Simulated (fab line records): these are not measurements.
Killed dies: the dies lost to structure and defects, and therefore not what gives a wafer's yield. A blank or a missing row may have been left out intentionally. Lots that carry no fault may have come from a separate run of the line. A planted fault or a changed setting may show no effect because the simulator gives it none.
Which tool did it? / flow gf180mcu / 12 lots with 36 wafers sampled at 4 steps, on a route of 602 steps

WHAT EACH GAUGE READ, for each wafer
GF_STI_THK_MEAS_04. Usual: STI_CVD_03_THK gives 207.0 nm (standard deviation 1.6).
lot=L220; measured=day 1 13:40; on=filmMetro-02; STI_CVD_03_THK (nm)=208.8 210.0 208.5; flag=
lot=L221; measured=day 1 18:34; on=filmMetro-01; STI_CVD_03_THK (nm)=208.8 209.1 208.0; flag=
lot=L222; measured=day 1 23:34; on=filmMetro-02; STI_CVD_03_THK (nm)=206.5 206.3 206.3; flag=
lot=L223; measured=day 2 04:46; on=filmMetro-02; STI_CVD_03_THK (nm)=206.7 203.9 205.0; flag=
lot=L225; measured=day 2 14:37; on=filmMetro-03; STI_CVD_03_THK (nm)=207.8 210.1 207.4; flag=
lot=L226; measured=day 2 19:34; on=filmMetro-03; STI_CVD_03_THK (nm)=206.0 205.9 206.7; flag=
lot=L227; measured=day 3 01:02; on=filmMetro-02; STI_CVD_03_THK (nm)=206.9 205.8 206.9; flag=
lot=L228; measured=day 3 05:34; on=filmMetro-02; STI_CVD_03_THK (nm)=205.6 209.3 209.1; flag=
lot=L229; measured=day 3 11:14; on=filmMetro-03; STI_CVD_03_THK (nm)=205.7 204.0 206.1; flag=
lot=L234; measured=day 4 14:11; on=filmMetro-01; STI_CVD_03_THK (nm)=207.4 208.2 207.1; flag=
lot=L235; measured=day 4 18:07; on=filmMetro-01; STI_CVD_03_THK (nm)=206.8 208.1 208.0; flag=
lot=L238; measured=day 5 10:01; on=filmMetro-03; STI_CVD_03_THK (nm)=205.8 206.1 206.2; flag=

GF_DNWELL_TW_MEAS_09. Usual: DNWELL_TW gives 1344 (standard deviation 11).
lot=L220; measured=day 2 20:20; on=filmMetro-01; DNWELL_TW=1352 1353 1357; flag=
lot=L221; measured=day 3 02:23; on=filmMetro-01; DNWELL_TW=1354 1344 1355; flag=
lot=L222; measured=day 3 04:56; on=filmMetro-02; DNWELL_TW=1344 1354 1350; flag=
lot=L223; measured=day 3 10:32; on=filmMetro-01; DNWELL_TW=1351 1354 1367; flag=
lot=L225; measured=day 3 21:58; on=filmMetro-02; DNWELL_TW=1330 1347 1336; flag=
lot=L226; measured=day 4 02:18; on=filmMetro-02; DNWELL_TW=1345 1342 1342; flag=
lot=L227; measured=day 4 08:18; on=filmMetro-01; DNWELL_TW=1352 1365 1362; flag=
lot=L228; measured=day 4 18:33; on=filmMetro-04; DNWELL_TW=1334 1325 1322; flag=
lot=L229; measured=day 5 00:08; on=filmMetro-01; DNWELL_TW=1364 1370 1372; flag=
lot=L234; measured=day 6 00:54; on=filmMetro-02; DNWELL_TW=1334 1336 1341; flag=
lot=L235; measured=day 6 03:17; on=filmMetro-01; DNWELL_TW=1347 1347 1354; flag=
lot=L238; measured=day 6 20:15; on=filmMetro-01; DNWELL_TW=1346 1346 1347; flag=

EACH LOT AND THE TOOL THAT RAN IT (in order: tool; ch and the chambers of the sampled wafers; start)
lot=L220; GF_STI_ETCH_13=rieDiel-03 ch 0,3, day 2 01:22; GF_STI_STRIP_15=plasmaAsher-01 ch 0,1, day 2 01:31
lot=L221; GF_STI_ETCH_13=rieDiel-01 ch 0,1,2, day 2 05:49; GF_STI_STRIP_15=plasmaAsher-04 ch 0,1, day 2 05:58
lot=L222; GF_STI_ETCH_13=rieDiel-03 ch 1,3, day 2 10:55; GF_STI_STRIP_15=plasmaAsher-01 ch 0,1, day 2 11:04
lot=L223; GF_STI_ETCH_13=rieDiel-03 ch 0,1,2, day 2 16:06; GF_STI_STRIP_15=plasmaAsher-04 ch 0,1, day 2 16:15
lot=L225; GF_STI_ETCH_13=rieDiel-01 ch 0,1,3, day 3 03:04; GF_STI_STRIP_15=plasmaAsher-03 ch 0,1, day 3 03:15
lot=L226; GF_STI_ETCH_13=rieDiel-01 ch 0,3, day 3 08:13; GF_STI_STRIP_15=plasmaAsher-01 ch 0,1, day 3 08:22
lot=L227; GF_STI_ETCH_13=rieDiel-03 ch 0,1,3, day 3 13:16; GF_STI_STRIP_15=plasmaAsher-03 ch 0,1, day 3 13:25
lot=L228; GF_STI_ETCH_13=rieDiel-03 ch 0,2, day 3 18:45; GF_STI_STRIP_15=plasmaAsher-04 ch 0,1, day 3 18:54
lot=L229; GF_STI_ETCH_13=rieDiel-04 ch 1,2,3, day 3 23:37; GF_STI_STRIP_15=plasmaAsher-03 ch 0,1, day 3 23:46
lot=L234; GF_STI_ETCH_13=rieDiel-03 ch 1,3, day 5 03:58; GF_STI_STRIP_15=plasmaAsher-03 ch 0,1, day 5 04:09
lot=L235; GF_STI_ETCH_13=rieDiel-01 ch 1,2,3, day 5 08:01; GF_STI_STRIP_15=plasmaAsher-03 ch 0,1, day 5 08:10
lot=L238; GF_STI_ETCH_13=rieDiel-01 ch 0,3, day 6 00:37; GF_STI_STRIP_15=plasmaAsher-03 ch 1, day 6 00:46
- GF_STI_ETCH_13: etches the open film in CHF3/O2, stops on Si, target depth 282.31 nm, time 112.9 s.
- GF_STI_STRIP_15: strips in O2/N2.

AS READ BY THE TOOLS THEMSELVES (means over the sampled wafers that have a number; for cases with no such wafer, the mark the record gives instead)
GF_STI_ETCH_13. Usual: drypumpMotorCurrentA 5.7 A, standard deviation 0.52; oesProductAu 0.832 a.u., standard deviation 0.006; runLengthS 140.9 s, standard deviation 0.44; throttleValvePct 8.810 %, standard deviation 0.0094.
lot=L220; tool=rieDiel-03; drypumpMotorCurrentA (A)=6.2; oesProductAu (a.u.)=0.836; runLengthS (s)=141.2; throttleValvePct (%)=8.811; flag=
lot=L221; tool=rieDiel-01; drypumpMotorCurrentA (A)=5.4; oesProductAu (a.u.)=0.832; runLengthS (s)=141.0; throttleValvePct (%)=8.810; flag=
lot=L222; tool=rieDiel-03; drypumpMotorCurrentA (A)=5.9; oesProductAu (a.u.)=0.830; runLengthS (s)=140.9; throttleValvePct (%)=8.804; flag=
lot=L223; tool=rieDiel-03; drypumpMotorCurrentA (A)=5.6; oesProductAu (a.u.)=0.826; runLengthS (s)=140.7; throttleValvePct (%)=8.809; flag=
lot=L225; tool=rieDiel-01; drypumpMotorCurrentA (A)=5.3; oesProductAu (a.u.)=0.837; runLengthS (s)=141.0; throttleValvePct (%)=8.808; flag=
lot=L226; tool=rieDiel-01; drypumpMotorCurrentA (A)=5.3; oesProductAu (a.u.)=0.832; runLengthS (s)=140.7; throttleValvePct (%)=8.813; flag=
lot=L227; tool=rieDiel-03; drypumpMotorCurrentA (A)=5.7; oesProductAu (a.u.)=0.826; runLengthS (s)=141.0; throttleValvePct (%)=8.809; flag=
lot=L228; tool=rieDiel-03; drypumpMotorCurrentA (A)=6.2; oesProductAu (a.u.)=0.838; runLengthS (s)=140.6; throttleValvePct (%)=8.815; flag=
lot=L229; tool=rieDiel-04; drypumpMotorCurrentA (A)=6.2; oesProductAu (a.u.)=0.830; runLengthS (s)=141.0; throttleValvePct (%)=8.813; flag=
lot=L234; tool=rieDiel-03; drypumpMotorCurrentA (A)=5.4; oesProductAu (a.u.)=0.837; runLengthS (s)=140.4; throttleValvePct (%)=8.805; flag=
lot=L235; tool=rieDiel-01; drypumpMotorCurrentA (A)=5.4; oesProductAu (a.u.)=0.920; runLengthS (s)=130.5; throttleValvePct (%)=8.841; flag=OFF
lot=L238; tool=rieDiel-01; drypumpMotorCurrentA (A)=5.3; oesProductAu (a.u.)=0.917; runLengthS (s)=130.1; throttleValvePct (%)=8.831; flag=OFF

GF_STI_STRIP_15. Usual: drypumpMotorCurrentA 5.4 A, standard deviation 0.61; heaterPowerW 342 W, standard deviation 33; n2FlowSccm 300.0 sccm, standard deviation 0.9; oesProductAu 0.383 a.u., standard deviation 0.0052; stripTimeToEndpointS 3.72 s, standard deviation 0.051.
lot=L220; tool=plasmaAsher-01; drypumpMotorCurrentA (A)=5.3; heaterPowerW (W)=347; n2FlowSccm (sccm)=300.9; oesProductAu (a.u.)=0.386; stripTimeToEndpointS (s)=3.74; flag=
lot=L221; tool=plasmaAsher-04; drypumpMotorCurrentA (A)=6.0; heaterPowerW (W)=316; n2FlowSccm (sccm)=301.0; oesProductAu (a.u.)=0.382; stripTimeToEndpointS (s)=3.78; flag=
lot=L222; tool=plasmaAsher-01; drypumpMotorCurrentA (A)=5.3; heaterPowerW (W)=346; n2FlowSccm (sccm)=300.0; oesProductAu (a.u.)=0.387; stripTimeToEndpointS (s)=3.76; flag=
lot=L223; tool=plasmaAsher-04; drypumpMotorCurrentA (A)=5.5; heaterPowerW (W)=299; n2FlowSccm (sccm)=300.0; oesProductAu (a.u.)=0.382; stripTimeToEndpointS (s)=3.71; flag=
lot=L225; tool=plasmaAsher-03; drypumpMotorCurrentA (A)=5.1; heaterPowerW (W)=376; n2FlowSccm (sccm)=300.1; oesProductAu (a.u.)=0.383; stripTimeToEndpointS (s)=3.67; flag=
lot=L226; tool=plasmaAsher-01; drypumpMotorCurrentA (A)=5.3; heaterPowerW (W)=352; n2FlowSccm (sccm)=300.2; oesProductAu (a.u.)=0.382; stripTimeToEndpointS (s)=3.65; flag=
lot=L227; tool=plasmaAsher-03; drypumpMotorCurrentA (A)=5.1; heaterPowerW (W)=373; n2FlowSccm (sccm)=299.5; oesProductAu (a.u.)=0.386; stripTimeToEndpointS (s)=3.76; flag=
lot=L228; tool=plasmaAsher-04; drypumpMotorCurrentA (A)=6.0; heaterPowerW (W)=317; n2FlowSccm (sccm)=300.1; oesProductAu (a.u.)=0.377; stripTimeToEndpointS (s)=3.67; flag=
lot=L229; tool=plasmaAsher-03; drypumpMotorCurrentA (A)=5.1; heaterPowerW (W)=373; n2FlowSccm (sccm)=301.0; oesProductAu (a.u.)=0.382; stripTimeToEndpointS (s)=3.70; flag=
lot=L234; tool=plasmaAsher-03; drypumpMotorCurrentA (A)=5.0; heaterPowerW (W)=371; n2FlowSccm (sccm)=300.1; oesProductAu (a.u.)=0.378; stripTimeToEndpointS (s)=3.66; flag=
lot=L235; tool=plasmaAsher-03; drypumpMotorCurrentA (A)=5.0; heaterPowerW (W)=353; n2FlowSccm (sccm)=300.3; oesProductAu (a.u.)=0.396; stripTimeToEndpointS (s)=3.99; flag=OFF
lot=L238; tool=plasmaAsher-03; drypumpMotorCurrentA (A)=5.1; heaterPowerW (W)=395; n2FlowSccm (sccm)=299.8; oesProductAu (a.u.)=0.396; stripTimeToEndpointS (s)=3.96; flag=OFF

THE ANSWER, worked out from the rows above alone
Rule: a lot is off if the mean of its wafers that have a number lies more than 3 standard deviations from the usual mean. A lot without any number at a reading at which 4 lots or more have one is off too. All remaining lots with rows at the step are treated as sound. Order of review: gauges by route order, followed by the tools' own readings, for which a lot's mean as printed above is used. The first step at which some lot is off is used, and at that step the reading that is off furthest; a lot without a number counts as furthest.
Off: L235, L238 (GF_STI_ETCH_13, runLengthS).
A tool fits if, at that step or a process step before it, it ran every lot that is off, and no sound lot after the first of them. One candidate fits, namely rieDiel-01 at GF_STI_ETCH_13. Its last sound lot is L226 (day 3 08:13), its first lot that is off L235 (day 5 08:01): a fault that began between those two fits.
The tool's own readings at GF_STI_ETCH_13 bear it out: on the lots that are off they differ by more than 5 times the standard deviation of the sound lots' means. oesProductAu reads 0.919 a.u. there against 0.832 a.u. on the sound lots; runLengthS reads 130.3 s there against 140.8 s on the sound lots; throttleValvePct reads 8.836 % there against 8.810 % on the sound lots.

WHAT THE SIMULATOR PUT IN
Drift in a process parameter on rieDiel-01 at GF_STI_ETCH_13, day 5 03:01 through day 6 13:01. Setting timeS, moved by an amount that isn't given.
Struck lots among those shown: L235, L238. The rule given above showed the same thing.
